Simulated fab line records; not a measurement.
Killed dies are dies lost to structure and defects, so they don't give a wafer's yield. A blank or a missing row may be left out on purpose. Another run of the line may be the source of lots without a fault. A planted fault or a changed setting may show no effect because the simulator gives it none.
Which tool did it? -- flow sky130 -- 12 lots, 36 wafers sampled, at 4 steps of a route of 708

## WHAT THE GAUGES READ, wafer by wafer
SKY_POLY_GATE_OVL_MEAS_14.
lot,measured,on,POLY_GATE_OVL (nm)
L250,day 16 11:01,overlay-02,9 1 -5
L259,day 19 21:23,overlay-01,-8 -4 1
L261,day 20 14:14,overlay-02,-3 7 9
L262,day 20 21:55,overlay-02,4 3 7
L265,day 21 20:01,overlay-02,3 14 3
L267,day 22 19:24,overlay-01,-3 1 2
L268,day 23 03:32,overlay-01,0 8 0
L269,day 23 09:41,overlay-02,6 3 1
L270,day 23 20:25,overlay-02,0 10 20
L271,day 23 22:37,overlay-01,-6 5 -5
L272,day 24 08:53,overlay-02,-1 0 1
L273,day 24 17:21,overlay-01,-5 -8 -4

SKY_LDD_HVP_TW_MEAS_10.
lot,measured,on,LDD_HVP_TW
L250,day 21 15:35,film_metro-01,460 462 461
L259,day 25 00:43,film_metro-02,674 673 669
L261,day 25 18:37,film_metro-02,674 673 673
L262,day 26 00:07,film_metro-02,456 455 455
L265,day 26 20:49,film_metro-01,460 461 460
L267,day 27 19:42,film_metro-04,455 458 455
L268,day 28 03:43,film_metro-01,464 464 463
L269,day 28 09:28,film_metro-02,453 452 452
L270,day 28 20:04,film_metro-02,452 451 453
L271,day 28 21:46,film_metro-02,454 452 456
L272,day 29 10:16,film_metro-04,454 456 454
L273,day 29 15:49,film_metro-01,461 460 461

## EACH LOT AND THE TOOL THAT RAN IT (in order: tool; ch and the chambers of the sampled wafers; start)
lot,SKY_LDD_HVP_IMPLANT_08,SKY_LDD_HVP_STRIP_09
L250,"implanter-02 ch 0, day 21 15:22","plasma_asher-02 ch 0,1, day 21 15:30"
L259,"implanter-02 ch 0, day 25 00:28","plasma_asher-01 ch 0,1, day 25 00:37"
L261,"implanter-02 ch 0, day 25 18:22","plasma_asher-01 ch 0,1, day 25 18:31"
L262,"implanter-03 ch 0, day 25 23:53","plasma_asher-01 ch 0,1, day 26 00:01"
L265,"implanter-01 ch 0, day 26 20:35","plasma_asher-02 ch 0,1, day 26 20:43"
L267,"implanter-01 ch 0, day 27 19:27","plasma_asher-01 ch 0,1, day 27 19:36"
L268,"implanter-02 ch 0, day 28 03:28","plasma_asher-02 ch 0,1, day 28 03:37"
L269,"implanter-02 ch 0, day 28 09:13","plasma_asher-01 ch 0, day 28 09:22"
L270,"implanter-01 ch 0, day 28 19:50","plasma_asher-02 ch 0,1, day 28 19:57"
L271,"implanter-02 ch 0, day 28 21:32","plasma_asher-02 ch 0,1, day 28 21:39"
L272,"implanter-02 ch 0, day 29 10:01","plasma_asher-01 ch 0,1, day 29 10:10"
L273,"implanter-03 ch 0, day 29 15:35","plasma_asher-03 ch 0,1, day 29 15:42"
- SKY_LDD_HVP_IMPLANT_08
- SKY_LDD_HVP_STRIP_09: strips in O2/N2.

## AS READ BY THE TOOLS THEMSELVES (means over the sampled wafers that have a number; for cases with no such wafer, the mark the record gives instead)
SKY_LDD_HVP_IMPLANT_08.
lot,tool,dose_ions_cm2,end_station_pressure_torr (Torr),faraday_current_uA
L250,implanter-02,1.7e+13,4.98e-06,93.6
L259,implanter-02,6.0e+13,5.07e-06,335.0
L261,implanter-02,6.0e+13,5.42e-06,332.8
L262,implanter-03,1.7e+13,5.18e-06,95.7
L265,implanter-01,1.7e+13,4.98e-06,93.6
L267,implanter-01,1.7e+13,5.17e-06,96.5
L268,implanter-02,1.7e+13,5.10e-06,94.5
L269,implanter-02,1.7e+13,5.01e-06,96.1
L270,implanter-01,1.7e+13,4.86e-06,95.5
L271,implanter-02,1.7e+13,4.88e-06,95.9
L272,implanter-02,1.7e+13,5.04e-06,95.4
L273,implanter-03,1.7e+13,4.89e-06,95.3

SKY_LDD_HVP_STRIP_09.
lot,tool,drypump_motor_current_A (A),oes_product_au (a.u.),strip_time_to_endpoint_s (s)
L250,plasma_asher-02,5.4,0.407,4.142
L259,plasma_asher-01,5.9,0.406,4.136
L261,plasma_asher-01,5.7,0.406,4.140
L262,plasma_asher-01,6.0,0.411,4.126
L265,plasma_asher-02,5.4,0.405,4.116
L267,plasma_asher-01,5.7,0.411,4.128
L268,plasma_asher-02,5.4,0.405,4.151
L269,plasma_asher-01,5.4,0.403,4.134
L270,plasma_asher-02,5.4,0.410,4.129
L271,plasma_asher-02,5.4,0.407,4.124
L272,plasma_asher-01,5.7,0.409,4.139
L273,plasma_asher-03,5.5,0.408,4.132

## THE ANSWER, worked out from the rows above alone
Rule: what is usual is taken from the lots themselves. The widest of any qualifying gaps counts: lots, ordered by their means at a reading, are off when they make up no more than a third of the lots, leave a main group of 4 or more, and stand apart from it by 3 or more times the standard deviation of that group's means. A main group whose means are all the same, to the digits that the tables above print for the reading, isn't used. Also off: a lot with no number at a reading for which 4 or more lots have one. The other lots that the step has rows for count as sound. The gauges are gone through in route order, then the tools' own readings, and for those a lot's mean is taken as printed above. The first step at which some lot is off is used, and at that step the reading that is off furthest; a lot without a number counts as furthest.
Off: at SKY_LDD_HVP_TW_MEAS_10 (LDD_HVP_TW), L259, L261. Main group: mean 457, sd 3.9.
If a tool, at a process step before that reading, ran all the lots that are off and no sound lot after the first of them, it fits. The gauges at SKY_LDD_HVP_TW_MEAS_10 aren't tried: what is off there is off at SKY_LDD_HVP_IMPLANT_08 too, on other tools, and a gauge's error can't cause that. None of those tried fits.

## WHAT THE SIMULATOR HAD INSERTED
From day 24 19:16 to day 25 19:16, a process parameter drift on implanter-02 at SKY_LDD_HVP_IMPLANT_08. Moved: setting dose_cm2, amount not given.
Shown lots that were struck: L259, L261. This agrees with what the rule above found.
